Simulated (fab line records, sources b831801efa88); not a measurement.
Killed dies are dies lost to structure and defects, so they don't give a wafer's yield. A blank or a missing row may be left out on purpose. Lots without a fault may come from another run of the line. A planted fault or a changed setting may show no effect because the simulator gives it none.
A struck lot beside a sound one | flow sky130 | 14 steps out of a route of 708
Sound: wafers L483.2, L483.4, L483.5. Struck: wafers L474.3, L474.4, L474.5. The cause comes at the end.
At each step with rows: each side's tool, then ch and its chambers, then its first start. Under that, the readings that differ: sound wafers | struck wafers | difference of the means | sigmas: that difference in standard deviations of wafers without a fault.
alike: readings whose means differ by less than 2 such deviations, and words and numbers that are the same on both sides. not compared: withheld readings, readings that some wafer has no value for, bounds like >300 that may hide the same value, and numbers for which the record gives no deviation and whose values overlap.
The two part at a step that has a row with sigmas, a row that says differs or no value, or rows on one side only. Numbers that don't overlap but have no deviation are shown without sigmas and don't part them. A reading that every wafer of one side lacks parts them only if that side has two wafers or more.

first, 5 steps without rows for these wafers: SKY_SD_P_COAT_02 (resist thk 1140 nm); SKY_SD_P_SOFTBAKE_03 (time 60 s); SKY_SD_P_EXPOSE_04 (exposes mask PSDM, target cd 380 nm); SKY_SD_P_PEB_05; SKY_SD_P_DEVELOP_06 (develop time 60 s).
SKY_SD_P_CD_MEAS_07: target cd 380 nm.
  sound on cd_sem-02, day 32 07:52; struck on cd_sem-01, day 29 13:39
  reading    | sound             | struck            | difference | sigmas
  cd_nm (nm) | 377.6 377.6 377.3 | 382.2 384.4 385.0 | +6.4       | +3
SKY_SD_P_OVL_MEAS_08:
  sound on overlay-01, day 32 07:59; struck on overlay-01, day 29 13:44
  alike: SD_P_OVL
then, 1 step without rows for these wafers: SKY_SD_P_IMPLANT_09.
SKY_SD_P_STRIP_10: strips in O2/N2.
  sound on plasma_asher-03 ch 0,1, day 32 08:10; struck on plasma_asher-03 ch 0,1, day 29 13:57
  alike: drypump_motor_current_A, oes_product_au, strip_time_to_endpoint_s
  not compared: rf_hours_counter_h
SKY_SD_P_TW_MEAS_11:
  sound on film_metro-04, day 32 08:16; struck on film_metro-02, day 29 14:02
  alike: SD_P_TW
then, 2 steps without rows for these wafers: SKY_RES_XHIGH_DEHYDRATE_00 (time 60 s); SKY_RES_XHIGH_HMDS_01 (prime time 60 s).
SKY_RES_XHIGH_COAT_02: resist thk 1140 nm.
  sound on litho_track-04 ch 0, day 32 21:32; struck on litho_track-04, day 30 03:03
  no value came back on the struck wafers for chill_plate_temp_C (C), dispense_pressure_kPa (kPa); on the sound wafers chill_plate_temp_C (C) reads 23.08 23.12 22.88
then, 1 step without rows for these wafers: SKY_RES_XHIGH_SOFTBAKE_03 (time 60 s).

WHERE THEY PART
First at SKY_SD_P_CD_MEAS_07; last, within this record, at SKY_RES_XHIGH_COAT_02.

WHY: what the simulator had put in
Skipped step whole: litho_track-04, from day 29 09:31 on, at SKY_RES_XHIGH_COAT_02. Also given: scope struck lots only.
